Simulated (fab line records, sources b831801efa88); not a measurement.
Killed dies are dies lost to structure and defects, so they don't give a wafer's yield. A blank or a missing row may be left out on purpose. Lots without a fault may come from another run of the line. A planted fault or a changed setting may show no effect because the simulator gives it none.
Tool commonality check | flow gf180mcu | 13 lots, 45 wafers sampled

WHY IT WAS OPENED
At GF_VT_IMPLANT_OVL_MEAS_29 the reading VT_IMPLANT_02_OVL is flagged on 2 of 13 lots. Wafers without a fault read 0.5 nm, standard deviation 1.4.
Rule: a lot is flagged when every wafer of it that has a number lies more than 4 standard deviations from that mean, or none has a number. The other lots count as sound.

lot  | measured     | on         | VT_IMPLANT_02_OVL (nm), wafer by wafer | flag
L914 | day 6 18:41  | overlay-01 | -0.2 0.2 0.0                           |
L915 | day 7 03:29  | overlay-02 | 2.5 0.5 -0.7                           |
L916 | day 7 10:14  | overlay-02 | 0.1 1.9 -0.4                           |
L917 | day 7 17:26  | overlay-02 | 1.6 1.1 0.2                            |
L918 | day 7 22:44  | overlay-02 | -1.5 0.3 0.3                           |
L919 | day 8 06:09  | overlay-01 | -0.4 -0.9 0.6                          |
L920 | day 8 12:47  | overlay-02 | 0.2 -0.7 -0.1                          |
L921 | day 8 20:45  | overlay-02 | 0.8 1.5 1.0                            |
L923 | day 9 10:29  | overlay-02 | 0.0 0.2 1.2                            |
L929 | day 10 23:23 | overlay-01 | 289.3 289.2 291.1 288.1 288.2 289.3    | FLAGGED
L930 | day 11 02:53 | overlay-02 | 292.3 292.6 293.7 291.0 291.0 292.3    | FLAGGED
L931 | day 11 14:44 | overlay-01 | -0.6 1.0 -2.5                          |
L934 | day 12 08:56 | overlay-01 | -1.2 -1.7 -1.4                         |
The numbers of the flagged lots are 290.7 nm on average: +290.2 nm against the usual, or +99 or more standard deviations.

WHICH TOOL RAN EACH LOT
The record holds 1 process step before the reading, out of a route of 602 steps. In each cell: the tool, then ch and the chambers that the sampled wafers went through, then the start.
lot  | flag    | GF_VT_IMPLANT_EXPOSE_26
L914 |         | iline_stepper-02 ch 0, day 6 11:08
L915 |         | iline_stepper-01 ch 0, day 6 19:34
L916 |         | iline_stepper-02 ch 0, day 7 02:14
L917 |         | iline_stepper-02 ch 0, day 7 09:56
L918 |         | iline_stepper-01 ch 0, day 7 14:31
L919 |         | iline_stepper-02 ch 0, day 7 22:07
L920 |         | iline_stepper-01 ch 0, day 8 04:40
L921 |         | iline_stepper-01 ch 0, day 8 12:11
L923 |         | iline_stepper-01 ch 0, day 9 02:01
L929 | FLAGGED | iline_stepper-02 ch 0, day 10 14:25
L930 | FLAGGED | iline_stepper-02 ch 0, day 10 18:18
L931 |         | iline_stepper-01 ch 0, day 11 05:43
L934 |         | iline_stepper-01 ch 0, day 11 23:40
What these steps do:
- GF_VT_IMPLANT_EXPOSE_26: exposes mask LVPWELL HV AREA, target cd 860 nm.
- GF_VT_IMPLANT_OVL_MEAS_29

FLAGGED OVER TOTAL, TOOL BY TOOL (the gauges that took the reading come last)
step                      | tool             | lots run | flagged | share of the flagged lots | sound lots run after its first flagged lot
GF_VT_IMPLANT_EXPOSE_26   | iline_stepper-01 | 7        | 0       | none                      | -
GF_VT_IMPLANT_EXPOSE_26   | iline_stepper-02 | 6        | 2       | all                       | 0
GF_VT_IMPLANT_OVL_MEAS_29 | overlay-01       | 5        | 1       | some                      | 2 (L931,L934)
GF_VT_IMPLANT_OVL_MEAS_29 | overlay-02       | 8        | 1       | some                      | 0

WHAT THE TABLE ALLOWS
1 row of the table ran every flagged lot: iline_stepper-02 at GF_VT_IMPLANT_EXPOSE_26.
- iline_stepper-02 at GF_VT_IMPLANT_EXPOSE_26: 2 of its 6 lots flagged. Its last sound lot is L919 (day 7 22:07), its first flagged lot L929 (day 10 14:25): a fault that began between those two fits.
One tool is left: iline_stepper-02 at GF_VT_IMPLANT_EXPOSE_26.

WHAT THE SIMULATOR HAD PUT IN
Scanner matching overlay: iline_stepper-02, from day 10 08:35 on, at GF_VT_IMPLANT_EXPOSE_26. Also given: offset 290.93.
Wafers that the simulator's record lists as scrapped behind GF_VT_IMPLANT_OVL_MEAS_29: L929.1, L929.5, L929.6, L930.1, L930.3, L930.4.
Lots struck among those shown: L929, L930. The rule above found the same.
